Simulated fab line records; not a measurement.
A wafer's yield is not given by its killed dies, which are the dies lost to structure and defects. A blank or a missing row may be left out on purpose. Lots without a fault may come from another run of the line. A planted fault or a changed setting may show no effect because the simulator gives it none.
A sampling plan put to the test	flow gf180mcu	72 faults told of in these records, all on one fab line, each judged by the records of the lots it struck
The plan is the line's own looks: the steps of the route at which a gauge or an inspection reads the wafer and doesn't change it. A look is open to judgement when struck wafers have a number at it and the file gives its usual mean and standard deviation on fault-free wafers. Caught: a look later than the fault's first step finds the struck wafers' mean 4 or more of those standard deviations (sigma) from the usual mean. On the tool: the identical test, applied to the tool's own readings at the steps of the fault. It also counts as caught if the struck wafers ran another recipe or if their record alone is blank.

== THE FAULTS, as the simulator had put them in ==
1. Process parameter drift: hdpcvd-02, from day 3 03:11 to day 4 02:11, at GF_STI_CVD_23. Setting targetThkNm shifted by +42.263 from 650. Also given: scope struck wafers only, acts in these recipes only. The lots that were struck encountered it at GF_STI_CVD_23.
2. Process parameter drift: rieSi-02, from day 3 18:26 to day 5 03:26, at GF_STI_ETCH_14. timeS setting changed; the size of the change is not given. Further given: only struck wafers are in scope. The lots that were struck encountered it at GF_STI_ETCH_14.
3. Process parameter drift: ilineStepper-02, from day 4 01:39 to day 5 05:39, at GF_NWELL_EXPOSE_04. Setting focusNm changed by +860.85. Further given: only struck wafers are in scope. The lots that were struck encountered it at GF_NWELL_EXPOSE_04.
4. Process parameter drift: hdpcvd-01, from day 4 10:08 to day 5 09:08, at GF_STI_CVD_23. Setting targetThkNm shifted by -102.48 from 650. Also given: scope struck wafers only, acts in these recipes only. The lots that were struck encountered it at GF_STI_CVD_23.
5. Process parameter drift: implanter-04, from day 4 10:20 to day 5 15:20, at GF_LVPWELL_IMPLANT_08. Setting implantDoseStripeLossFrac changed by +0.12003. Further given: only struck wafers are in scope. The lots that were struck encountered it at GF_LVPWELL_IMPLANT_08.
6. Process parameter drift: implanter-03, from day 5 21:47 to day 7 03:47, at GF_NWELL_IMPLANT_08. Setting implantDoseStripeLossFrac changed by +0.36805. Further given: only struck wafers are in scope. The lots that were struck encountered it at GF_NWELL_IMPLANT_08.
7. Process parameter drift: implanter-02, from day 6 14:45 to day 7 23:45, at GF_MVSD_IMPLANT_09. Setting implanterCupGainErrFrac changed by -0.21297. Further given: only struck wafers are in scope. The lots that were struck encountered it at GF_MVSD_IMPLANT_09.
8. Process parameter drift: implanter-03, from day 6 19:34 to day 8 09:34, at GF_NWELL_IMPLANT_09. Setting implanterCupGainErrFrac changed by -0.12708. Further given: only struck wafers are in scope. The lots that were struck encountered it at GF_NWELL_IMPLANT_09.
9. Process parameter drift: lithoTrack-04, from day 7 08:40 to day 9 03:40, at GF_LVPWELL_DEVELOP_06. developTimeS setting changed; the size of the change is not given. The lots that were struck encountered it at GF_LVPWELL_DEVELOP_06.
10. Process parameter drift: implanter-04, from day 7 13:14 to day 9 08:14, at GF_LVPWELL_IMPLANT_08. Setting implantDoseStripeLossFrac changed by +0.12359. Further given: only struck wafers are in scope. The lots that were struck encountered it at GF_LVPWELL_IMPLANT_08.
11. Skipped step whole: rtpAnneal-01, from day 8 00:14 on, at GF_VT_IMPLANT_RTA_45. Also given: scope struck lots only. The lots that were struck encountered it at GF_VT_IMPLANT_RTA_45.
12. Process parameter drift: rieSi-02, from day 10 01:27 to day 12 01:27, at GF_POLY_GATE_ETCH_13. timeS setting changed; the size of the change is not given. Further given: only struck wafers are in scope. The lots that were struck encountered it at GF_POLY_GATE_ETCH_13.
13. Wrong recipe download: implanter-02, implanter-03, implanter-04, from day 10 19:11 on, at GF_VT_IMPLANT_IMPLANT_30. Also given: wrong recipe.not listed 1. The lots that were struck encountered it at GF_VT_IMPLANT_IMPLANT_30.
14. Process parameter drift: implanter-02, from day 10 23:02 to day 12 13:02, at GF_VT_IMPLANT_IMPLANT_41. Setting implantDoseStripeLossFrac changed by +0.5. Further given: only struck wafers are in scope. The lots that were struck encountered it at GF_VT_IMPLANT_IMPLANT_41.
15. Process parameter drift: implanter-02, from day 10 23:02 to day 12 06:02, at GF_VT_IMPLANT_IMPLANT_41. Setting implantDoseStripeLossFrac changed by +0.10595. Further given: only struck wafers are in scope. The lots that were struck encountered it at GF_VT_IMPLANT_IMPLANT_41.
16. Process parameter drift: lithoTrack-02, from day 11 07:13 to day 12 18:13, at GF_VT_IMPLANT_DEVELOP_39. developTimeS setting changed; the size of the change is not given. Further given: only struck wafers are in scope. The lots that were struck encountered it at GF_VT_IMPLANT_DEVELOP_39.
17. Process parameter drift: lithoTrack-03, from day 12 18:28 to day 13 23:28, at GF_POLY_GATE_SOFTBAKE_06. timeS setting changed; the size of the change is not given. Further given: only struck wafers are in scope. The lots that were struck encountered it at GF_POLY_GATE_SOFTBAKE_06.
18. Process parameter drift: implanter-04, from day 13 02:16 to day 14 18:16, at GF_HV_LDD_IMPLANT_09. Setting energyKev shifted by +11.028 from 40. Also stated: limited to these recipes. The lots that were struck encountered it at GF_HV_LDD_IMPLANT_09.
19. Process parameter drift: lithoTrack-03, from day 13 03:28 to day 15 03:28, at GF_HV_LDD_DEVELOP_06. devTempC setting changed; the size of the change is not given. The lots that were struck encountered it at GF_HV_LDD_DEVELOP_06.
20. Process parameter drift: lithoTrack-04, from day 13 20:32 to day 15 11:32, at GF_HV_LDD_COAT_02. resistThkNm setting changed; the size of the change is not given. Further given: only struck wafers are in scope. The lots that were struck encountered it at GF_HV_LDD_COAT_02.
21. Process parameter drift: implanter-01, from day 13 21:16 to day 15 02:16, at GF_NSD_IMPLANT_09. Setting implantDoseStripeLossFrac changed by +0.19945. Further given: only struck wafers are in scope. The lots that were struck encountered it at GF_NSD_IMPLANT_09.
22. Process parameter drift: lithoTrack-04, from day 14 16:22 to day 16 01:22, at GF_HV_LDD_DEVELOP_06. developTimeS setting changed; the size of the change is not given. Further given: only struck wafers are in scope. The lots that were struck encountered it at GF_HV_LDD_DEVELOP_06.
23. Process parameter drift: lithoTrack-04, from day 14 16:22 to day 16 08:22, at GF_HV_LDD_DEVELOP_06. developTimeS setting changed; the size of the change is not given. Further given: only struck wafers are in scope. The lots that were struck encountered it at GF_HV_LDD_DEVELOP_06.
24. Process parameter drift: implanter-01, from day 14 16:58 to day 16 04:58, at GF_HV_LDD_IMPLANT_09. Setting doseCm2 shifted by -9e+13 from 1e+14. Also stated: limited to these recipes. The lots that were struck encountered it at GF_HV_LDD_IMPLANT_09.
25. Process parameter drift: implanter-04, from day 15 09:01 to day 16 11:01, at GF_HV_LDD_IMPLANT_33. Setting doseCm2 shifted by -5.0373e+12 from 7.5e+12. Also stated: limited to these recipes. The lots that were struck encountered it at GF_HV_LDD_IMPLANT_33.
26. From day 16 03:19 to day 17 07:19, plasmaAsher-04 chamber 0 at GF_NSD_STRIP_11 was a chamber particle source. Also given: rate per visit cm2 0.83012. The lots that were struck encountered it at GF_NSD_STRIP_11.
27. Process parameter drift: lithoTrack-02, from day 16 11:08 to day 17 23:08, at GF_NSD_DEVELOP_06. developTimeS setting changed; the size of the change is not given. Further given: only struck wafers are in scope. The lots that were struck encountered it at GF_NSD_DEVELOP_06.
28. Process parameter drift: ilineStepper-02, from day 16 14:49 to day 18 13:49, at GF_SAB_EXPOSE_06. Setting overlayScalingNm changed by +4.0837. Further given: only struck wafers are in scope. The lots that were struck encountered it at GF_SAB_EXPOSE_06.
29. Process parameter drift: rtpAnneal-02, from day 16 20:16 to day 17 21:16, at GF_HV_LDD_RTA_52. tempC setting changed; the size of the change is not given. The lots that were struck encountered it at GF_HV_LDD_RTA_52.
30. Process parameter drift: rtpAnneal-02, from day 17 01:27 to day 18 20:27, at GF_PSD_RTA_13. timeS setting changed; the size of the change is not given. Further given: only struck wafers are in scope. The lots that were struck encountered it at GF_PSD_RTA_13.
31. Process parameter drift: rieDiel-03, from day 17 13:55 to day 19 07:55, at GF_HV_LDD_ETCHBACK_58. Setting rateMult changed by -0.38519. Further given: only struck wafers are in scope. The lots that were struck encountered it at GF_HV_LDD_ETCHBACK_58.
32. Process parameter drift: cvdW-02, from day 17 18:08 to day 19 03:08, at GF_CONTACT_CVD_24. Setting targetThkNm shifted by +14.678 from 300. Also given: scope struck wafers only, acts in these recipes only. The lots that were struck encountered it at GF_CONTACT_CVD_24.
33. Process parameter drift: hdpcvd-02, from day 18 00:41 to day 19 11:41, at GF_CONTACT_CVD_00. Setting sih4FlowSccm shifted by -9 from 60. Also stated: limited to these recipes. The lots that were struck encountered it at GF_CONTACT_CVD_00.
34. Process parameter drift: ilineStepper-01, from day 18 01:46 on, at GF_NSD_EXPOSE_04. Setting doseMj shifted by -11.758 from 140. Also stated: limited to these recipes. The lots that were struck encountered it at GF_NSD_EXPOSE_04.
35. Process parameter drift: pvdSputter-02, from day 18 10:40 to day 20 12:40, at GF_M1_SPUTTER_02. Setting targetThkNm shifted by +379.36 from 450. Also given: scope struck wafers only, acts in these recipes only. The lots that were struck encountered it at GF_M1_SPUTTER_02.
36. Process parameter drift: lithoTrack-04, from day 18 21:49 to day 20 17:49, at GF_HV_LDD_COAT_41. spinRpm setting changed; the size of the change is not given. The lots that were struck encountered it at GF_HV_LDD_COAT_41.
37. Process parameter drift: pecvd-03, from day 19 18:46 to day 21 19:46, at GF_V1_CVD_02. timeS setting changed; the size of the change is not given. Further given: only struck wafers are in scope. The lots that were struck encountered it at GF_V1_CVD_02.
38. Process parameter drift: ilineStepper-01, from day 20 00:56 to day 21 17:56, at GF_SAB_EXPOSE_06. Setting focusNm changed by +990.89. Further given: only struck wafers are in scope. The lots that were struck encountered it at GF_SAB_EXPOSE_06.
39. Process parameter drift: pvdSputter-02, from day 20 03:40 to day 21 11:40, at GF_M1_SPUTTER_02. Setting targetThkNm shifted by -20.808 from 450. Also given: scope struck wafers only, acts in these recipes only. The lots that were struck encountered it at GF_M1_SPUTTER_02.
40. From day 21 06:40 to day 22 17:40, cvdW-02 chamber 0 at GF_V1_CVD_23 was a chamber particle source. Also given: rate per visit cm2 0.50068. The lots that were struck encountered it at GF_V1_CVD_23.
41. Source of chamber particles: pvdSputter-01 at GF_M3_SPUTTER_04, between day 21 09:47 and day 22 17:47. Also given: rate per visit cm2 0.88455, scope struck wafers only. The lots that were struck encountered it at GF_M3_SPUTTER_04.
42. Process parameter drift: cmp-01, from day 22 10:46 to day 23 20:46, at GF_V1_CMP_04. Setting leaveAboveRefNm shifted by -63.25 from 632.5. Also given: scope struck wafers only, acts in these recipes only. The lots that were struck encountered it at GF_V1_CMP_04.
43. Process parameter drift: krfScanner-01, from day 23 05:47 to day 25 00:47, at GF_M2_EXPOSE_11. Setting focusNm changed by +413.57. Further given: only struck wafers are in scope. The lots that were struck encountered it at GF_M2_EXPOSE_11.
44. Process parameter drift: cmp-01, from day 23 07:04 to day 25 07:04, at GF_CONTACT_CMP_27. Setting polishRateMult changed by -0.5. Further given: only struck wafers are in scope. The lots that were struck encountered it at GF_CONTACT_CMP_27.
45. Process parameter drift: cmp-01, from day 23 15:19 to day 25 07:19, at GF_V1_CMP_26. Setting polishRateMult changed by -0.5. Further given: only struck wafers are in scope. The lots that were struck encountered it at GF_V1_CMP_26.
46. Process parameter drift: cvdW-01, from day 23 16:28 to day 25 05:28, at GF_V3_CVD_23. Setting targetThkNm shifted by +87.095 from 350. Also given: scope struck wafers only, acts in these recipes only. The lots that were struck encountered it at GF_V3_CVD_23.
47. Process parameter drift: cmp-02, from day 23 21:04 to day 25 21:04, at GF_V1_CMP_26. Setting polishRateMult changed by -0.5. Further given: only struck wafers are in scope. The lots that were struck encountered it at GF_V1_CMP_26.
48. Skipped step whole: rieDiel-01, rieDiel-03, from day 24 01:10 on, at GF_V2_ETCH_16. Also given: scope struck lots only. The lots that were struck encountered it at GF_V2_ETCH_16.
49. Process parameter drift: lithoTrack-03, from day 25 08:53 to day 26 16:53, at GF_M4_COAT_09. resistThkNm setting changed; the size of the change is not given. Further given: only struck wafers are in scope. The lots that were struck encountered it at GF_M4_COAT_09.
50. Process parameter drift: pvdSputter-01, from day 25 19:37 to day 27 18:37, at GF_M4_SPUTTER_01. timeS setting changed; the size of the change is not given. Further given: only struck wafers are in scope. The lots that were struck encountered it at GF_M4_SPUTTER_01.
51. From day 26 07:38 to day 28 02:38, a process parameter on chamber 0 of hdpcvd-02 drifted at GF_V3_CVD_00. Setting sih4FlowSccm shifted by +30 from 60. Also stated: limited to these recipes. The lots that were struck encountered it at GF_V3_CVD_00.
52. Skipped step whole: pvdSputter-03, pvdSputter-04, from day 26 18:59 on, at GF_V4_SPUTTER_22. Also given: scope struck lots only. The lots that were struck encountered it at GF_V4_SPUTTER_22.
53. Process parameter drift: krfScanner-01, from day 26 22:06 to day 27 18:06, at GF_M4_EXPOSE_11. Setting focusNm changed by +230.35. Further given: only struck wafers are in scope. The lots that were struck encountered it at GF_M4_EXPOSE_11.
54. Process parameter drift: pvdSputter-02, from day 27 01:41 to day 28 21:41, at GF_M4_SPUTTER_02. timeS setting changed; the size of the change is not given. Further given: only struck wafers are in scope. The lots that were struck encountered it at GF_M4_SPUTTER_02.
55. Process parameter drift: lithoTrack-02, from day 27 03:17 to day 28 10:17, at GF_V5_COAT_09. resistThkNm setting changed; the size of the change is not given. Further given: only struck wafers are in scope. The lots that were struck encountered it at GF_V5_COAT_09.
56. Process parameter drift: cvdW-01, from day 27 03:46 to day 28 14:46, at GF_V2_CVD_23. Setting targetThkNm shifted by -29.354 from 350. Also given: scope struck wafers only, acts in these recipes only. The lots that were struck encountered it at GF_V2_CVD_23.
57. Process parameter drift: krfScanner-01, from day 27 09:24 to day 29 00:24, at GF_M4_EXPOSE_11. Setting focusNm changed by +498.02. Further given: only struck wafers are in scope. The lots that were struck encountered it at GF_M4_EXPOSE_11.
58. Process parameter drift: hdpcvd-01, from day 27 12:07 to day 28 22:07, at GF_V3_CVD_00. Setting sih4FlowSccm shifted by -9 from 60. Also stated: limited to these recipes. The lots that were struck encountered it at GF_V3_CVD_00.
59. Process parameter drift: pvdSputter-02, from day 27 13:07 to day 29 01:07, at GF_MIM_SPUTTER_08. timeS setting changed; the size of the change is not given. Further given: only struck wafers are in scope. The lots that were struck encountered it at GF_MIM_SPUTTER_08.
60. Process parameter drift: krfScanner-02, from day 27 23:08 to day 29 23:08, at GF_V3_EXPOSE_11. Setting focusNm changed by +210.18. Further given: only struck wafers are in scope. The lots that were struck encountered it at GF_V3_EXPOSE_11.
61. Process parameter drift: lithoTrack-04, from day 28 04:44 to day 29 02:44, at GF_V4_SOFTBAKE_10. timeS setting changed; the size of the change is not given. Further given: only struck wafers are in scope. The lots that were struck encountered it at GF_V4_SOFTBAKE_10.
62. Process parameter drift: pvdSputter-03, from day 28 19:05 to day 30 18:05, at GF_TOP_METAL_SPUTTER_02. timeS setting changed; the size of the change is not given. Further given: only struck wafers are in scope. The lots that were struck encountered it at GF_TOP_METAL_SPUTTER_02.
63. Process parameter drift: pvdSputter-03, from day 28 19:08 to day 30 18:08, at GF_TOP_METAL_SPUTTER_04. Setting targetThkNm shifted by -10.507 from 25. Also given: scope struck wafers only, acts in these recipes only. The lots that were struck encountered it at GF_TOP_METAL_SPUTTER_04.
64. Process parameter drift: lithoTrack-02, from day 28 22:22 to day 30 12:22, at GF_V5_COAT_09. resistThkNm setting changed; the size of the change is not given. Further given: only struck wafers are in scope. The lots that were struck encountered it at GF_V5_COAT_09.
65. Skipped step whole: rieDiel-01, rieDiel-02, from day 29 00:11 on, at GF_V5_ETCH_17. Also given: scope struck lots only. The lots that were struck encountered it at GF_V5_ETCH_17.
66. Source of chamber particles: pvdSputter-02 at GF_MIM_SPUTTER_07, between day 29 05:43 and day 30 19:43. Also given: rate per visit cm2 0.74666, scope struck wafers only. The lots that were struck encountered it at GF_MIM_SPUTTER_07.
67. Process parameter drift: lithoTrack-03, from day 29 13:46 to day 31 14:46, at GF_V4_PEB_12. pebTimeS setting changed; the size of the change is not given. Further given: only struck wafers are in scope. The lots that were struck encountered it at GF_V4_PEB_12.
68. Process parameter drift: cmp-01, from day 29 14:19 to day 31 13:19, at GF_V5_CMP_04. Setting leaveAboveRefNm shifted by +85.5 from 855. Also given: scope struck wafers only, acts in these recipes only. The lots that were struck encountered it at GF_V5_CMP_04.
69. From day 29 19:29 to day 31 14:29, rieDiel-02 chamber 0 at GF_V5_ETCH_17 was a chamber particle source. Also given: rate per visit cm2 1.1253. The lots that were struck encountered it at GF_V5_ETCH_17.
70. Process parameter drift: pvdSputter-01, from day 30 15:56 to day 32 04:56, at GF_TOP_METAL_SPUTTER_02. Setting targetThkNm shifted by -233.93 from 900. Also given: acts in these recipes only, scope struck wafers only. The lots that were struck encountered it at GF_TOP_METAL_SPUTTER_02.
71. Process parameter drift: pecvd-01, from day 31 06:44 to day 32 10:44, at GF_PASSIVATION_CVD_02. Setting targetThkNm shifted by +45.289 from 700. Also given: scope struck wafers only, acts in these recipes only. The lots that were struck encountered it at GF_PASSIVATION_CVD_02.
72. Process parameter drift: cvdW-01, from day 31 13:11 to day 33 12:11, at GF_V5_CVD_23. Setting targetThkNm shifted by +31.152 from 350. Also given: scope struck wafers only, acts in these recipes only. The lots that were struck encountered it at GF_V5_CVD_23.

== WHAT THE PLAN SAW ==
fault	on the tool itself	first look that catches it	reading, sigma	median hours from its first step to that look	hours from the fault's start to the first struck lot there	judged looks passed uncaught
1	no reading that can be judged	GF_STI_THK_MEAS_24	STI_CVD_23_THK +5.1	0.1	2	0
2	runLengthS +15 sigma	no look after it can be judged	-	-	-	0
3	no reading that can be judged	none of the 5 looks that can be judged after it	-	-	-	5
4	no reading that can be judged	GF_STI_THK_MEAS_24	STI_CVD_23_THK -14	0.1	13	0
5	under 2 sigma	GF_LVPWELL_TW_MEAS_11	LVPWELL_TW -4.2	0.4	3	0
6	under 2 sigma	GF_NWELL_TW_MEAS_11	NWELL_TW -13	0.4	3	0
7	beamOnS +12 sigma	GF_VT_IMPLANT_RS_MEAS_46	MVSD_RS -12	86.1	90	0
8	beamOnS +8.3 sigma	GF_VT_IMPLANT_RS_MEAS_47	NWELL_RS -8.3	122.0	124	1
9	no reading that can be judged	not the one look that can be judged after it	-	-	-	1
10	no reading that can be judged	GF_VT_IMPLANT_RS_MEAS_48	LVPWELL_RS +13	107.9	122	2
11	the tool's record is blank for the struck wafers	GF_VT_IMPLANT_RS_MEAS_46	MVSD_RS -99 or beyond	0.1	1	0
12	runLengthS -58 sigma	no look after it can be judged	-	-	-	0
13	under 2 sigma	GF_VT_IMPLANT_TW_MEAS_32	VT_IMPLANT_3_TW +99 or beyond	0.2	3	0
14	under 2 sigma	GF_VT_IMPLANT_TW_MEAS_43	VT_IMPLANT_4_TW -4.1	0.2	13	0
15	no reading that can be judged	none of the 8 looks that can be judged after it	-	-	-	8
16	no reading that can be judged	GF_VT_IMPLANT_TW_MEAS_43	VT_IMPLANT_4_TW -99 or beyond	0.4	4	0
17	runLengthS +99 or beyond sigma	GF_POLY_GATE_CD_MEAS_10	cdNm -4.8	10.2	13	0
18	beamEnergyKeV +99 or beyond sigma	GF_HV_LDD_TW_MEAS_11	HV_LDD_TW +12	0.2	13	0
19	developerTempC -23 sigma	not the one look that can be judged after it	strongest: cdNm at GF_HV_LDD_CD_MEAS_07, +3.0	-	-	1
20	under 2 sigma	GF_HV_LDD_CD_MEAS_07	cdNm +4.3	10.5	18	0
21	no reading that can be judged	not the one look that can be judged after it	-	-	-	1
22	no reading that can be judged	GF_HV_LDD_CD_MEAS_07	cdNm -35	0.1	2	0
23	no reading that can be judged	not the one look that can be judged after it	strongest: cdNm at GF_HV_LDD_CD_MEAS_07, +3.5	-	-	1
24	doseIonsCm2 -99 or beyond sigma	GF_HV_LDD_TW_MEAS_11	HV_LDD_TW -86	0.2	12	0
25	doseIonsCm2 -99 or beyond sigma	GF_HV_LDD_TW_MEAS_38	HV_LDD_3_TW -8.9	0.7	9	0
26	under 2 sigma	not the one look that can be judged after it	-	-	-	1
27	under 2 sigma	GF_NSD_CD_MEAS_07	cdNm -51	0.1	7	0
28	no reading that can be judged	none of the 4 looks that can be judged after it	-	-	-	4
29	wafer_temp_C_max -65 sigma	GF_HV_LDD_RS_MEAS_53	HV_LDD_RS -4.5	0.1	4	0
30	runLengthS +46 sigma	GF_PSD_RS_MEAS_14	NSD_RS -49	0.1	30	0
31	oesProductAu -13 sigma	no look after it can be judged	-	-	-	0
32	under 2 sigma	GF_CONTACT_RS_MEAS_25	CONTACT_W_RS -4.4	0.1	2	0
33	sih4FlowSccm -49 sigma	GF_CONTACT_THK_MEAS_01	CONTACT_CVD_00_THK -13	0.0	1	0
34	exposureDoseMJCm2 -84 sigma	GF_NSD_CD_MEAS_07	cdNm -10	12.1	25	0
35	under 2 sigma	GF_M1_RS_MEAS_05	M1_ALCU_RS -43	0.1	50	0
36	spinSpeedRpm -99 or beyond sigma	not the one look that can be judged after it	strongest: cdNm at GF_HV_LDD_CD_MEAS_46, -3.4	-	-	1
37	runLengthS +92 sigma	GF_V1_THK_MEAS_03	V1_CVD_02_THK +39	0.1	10	0
38	no reading that can be judged	GF_SAB_CD_MEAS_09	cdNm -45	11.4	13	0
39	under 2 sigma	none of the 2 looks that can be judged after it	strongest: M1_ALCU_RS at GF_M1_RS_MEAS_05, +2.5	-	-	2
40	under 2 sigma	no look after it can be judged	-	-	-	0
41	under 2 sigma	not the one look that can be judged after it	-	-	-	1
42	timeToEndpointS +4.1 sigma	no look after it can be judged	-	-	-	0
43	no reading that can be judged	GF_M2_CD_MEAS_14	cdNm -34	10.7	14	0
44	overpolishRunS -99 or beyond sigma	no look after it can be judged	-	-	-	0
45	overpolishRunS -99 or beyond sigma	no look after it can be judged	-	-	-	0
46	under 2 sigma	GF_V3_RS_MEAS_24	V3_W_RS -18	0.1	17	0
47	overpolishRunS -99 or beyond sigma	no look after it can be judged	-	-	-	0
48	the tool's record is blank for the struck wafers	no look after it can be judged	-	-	-	0
49	no reading that can be judged	none of the 2 looks that can be judged after it	-	-	-	2
50	under 2 sigma	no look after it can be judged	-	-	-	0
51	sih4FlowSccm +99 or beyond sigma	GF_V3_THK_MEAS_01	V3_CVD_00_THK +47	0.1	2	0
52	the tool's record is blank for the struck wafers	no look after it can be judged	-	-	-	0
53	under 2 sigma	GF_M4_CD_MEAS_14	cdNm -8.9	10.4	17	0
54	under 2 sigma	GF_M4_RS_MEAS_05	M4_ALCU_RS +20	0.1	12	0
55	no reading that can be judged	none of the 2 looks that can be judged after it	-	-	-	2
56	under 2 sigma	GF_V2_RS_MEAS_24	V2_W_RS +4.3	0.1	8	0
57	under 2 sigma	GF_M4_CD_MEAS_14	cdNm -49	8.9	23	0
58	sih4FlowSccm -53 sigma	GF_V3_THK_MEAS_01	V3_CVD_00_THK -13	0.1	8	0
59	under 2 sigma	none of the 2 looks that can be judged after it	strongest: MIM_ALCU_THK at GF_MIM_THK_MEAS_11, +3.8	-	-	2
60	no reading that can be judged	none of the 2 looks that can be judged after it	strongest: cdNm at GF_V3_CD_MEAS_14, +2.0	-	-	2
61	runLengthS +66 sigma	not the one look that can be judged after it	strongest: cdNm at GF_V4_CD_MEAS_14, +3.9	-	-	1
62	under 2 sigma	GF_TOP_METAL_RS_MEAS_05	TOP_METAL_ALCU_RS +5.0	0.1	25	0
63	under 2 sigma	none of the 4 looks that can be judged after it	strongest: TOP_METAL_ALCU_THK at GF_TOP_METAL_THK_MEAS_06, +2.5	-	-	4
64	no reading that can be judged	no look after it can be judged	-	-	-	0
65	the tool's record is blank for the struck wafers	no look after it can be judged	-	-	-	0
66	under 2 sigma	no look after it can be judged	-	-	-	0
67	heaterPowerTotalW +99 or beyond sigma	GF_V4_CD_MEAS_14	cdNm -48	0.3	33	0
68	under 2 sigma	no look after it can be judged	-	-	-	0
69	under 2 sigma	not the one look that can be judged after it	strongest: PASSIVATION_BOW at GF_PASSIVATION_BOW_MEAS_14, +2.0	-	-	1
70	under 2 sigma	GF_TOP_METAL_RS_MEAS_05	TOP_METAL_ALCU_RS +35	0.1	9	0
71	under 2 sigma	GF_PASSIVATION_THK_MEAS_03	PASSIVATION_CVD_02_THK +5.1	0.3	6	0
72	under 2 sigma	none of the 2 looks that can be judged after it	strongest: V5_W_RS at GF_V5_RS_MEAS_24, -3.4	-	-	2
A dash: the fault is not caught, or the number is missing from these records.

Caught at a look: 38 of 72. Caught on the tool: 28 of 72. By one or the other: 51 of 72.
Faults 2, 12, 19, 31, 36, 42, 44, 45, 47, 48, 52, 61, 65 were caught on the tool alone.
Caught at a look alone: faults 1, 4, 5, 6, 10, 13, 14, 16, 20, 22, 27, 32, 35, 38, 43, 46, 53, 54, 56, 57, 62, 70, 71.
Caught by neither: faults 3, 9, 15, 21, 23, 26, 28, 39, 40, 41, 49, 50, 55, 59, 60, 63, 64, 66, 68, 69, 72.

== THINNER SAMPLING ==
Were the look that catches a fault to measure just every second or every third lot (counted by lot number), the first struck lot would, at worst, be measured this late:
fault	struck lots at that look, in order of time	every lot	every second lot	every third lot
1	L458, L459, L461	2 h	7 h	may miss all 3
4	L447, L448	13 h	18 h	may miss all 2
5	L311, L315	3 h	may miss all 2	may miss all 2
6	L250, L253	3 h	19 h	may miss all 2
7	L117, L120, L121	90 h	109 h	may miss all 3
8	L971, L973	124 h	may miss all 2	may miss all 2
10	L511	122 h	may miss it	may miss it
11	L344, L345	1 h	8 h	may miss all 2
13	L174, L175	3 h	9 h	may miss all 2
14	L380	13 h	may miss it	may miss it
16	L221, L224, L225	4 h	23 h	may miss all 3
17	L797, L798, L799	13 h	20 h	26 h
18	L822, L823	13 h	22 h	may miss all 2
20	L657, L658, L660	18 h	22 h	may miss all 3
22	L140, L141, L142	2 h	12 h	20 h
24	L739, L740	12 h	20 h	may miss all 2
25	L861, L863	9 h	may miss all 2	may miss all 2
27	L678, L680	7 h	may miss all 2	may miss all 2
29	L539, L541	4 h	may miss all 2	may miss all 2
30	L850, L851	30 h	38 h	may miss all 2
32	L525, L527, L528	2 h	32 h	may miss all 3
33	L705, L707	1 h	may miss all 2	may miss all 2
34	L472, L473	25 h	33 h	may miss all 2
35	L582	50 h	may miss it	may miss it
37	L311, L314, L315	10 h	29 h	may miss all 3
38	L742, L743, L744	13 h	27 h	35 h
43	L889, L891	14 h	may miss all 2	may miss all 2
46	L208	17 h	may miss it	may miss it
51	L349, L350	2 h	7 h	may miss all 2
53	L690, L691	17 h	26 h	may miss all 2
54	L550, L552, L553	12 h	40 h	may miss all 3
56	L515, L517	8 h	may miss all 2	may miss all 2
57	L435	23 h	may miss it	may miss it
58	L948, L949, L951	8 h	19 h	may miss all 3
62	L309	25 h	may miss it	may miss it
67	L482, L484	33 h	may miss all 2	may miss all 2
70	L711, L712	9 h	21 h	may miss all 2
71	L733, L734	6 h	10 h	may miss all 2
The hour figures run from when the fault began to the first measured lot among those it struck. 4 sigma limit: tested on the pooled struck wafers, so a lone lot may be under it. Other struck lots may not be in these records.

== THE LONGEST TIMED WAY FROM STEP TO LOOK ==
For fault 8, GF_NWELL_IMPLANT_09 and GF_VT_IMPLANT_RS_MEAS_47 are separated by a median of 122.0 hours. The look between them that can be judged stayed within 4 sigma: GF_MVSD_TW_MEAS_11.
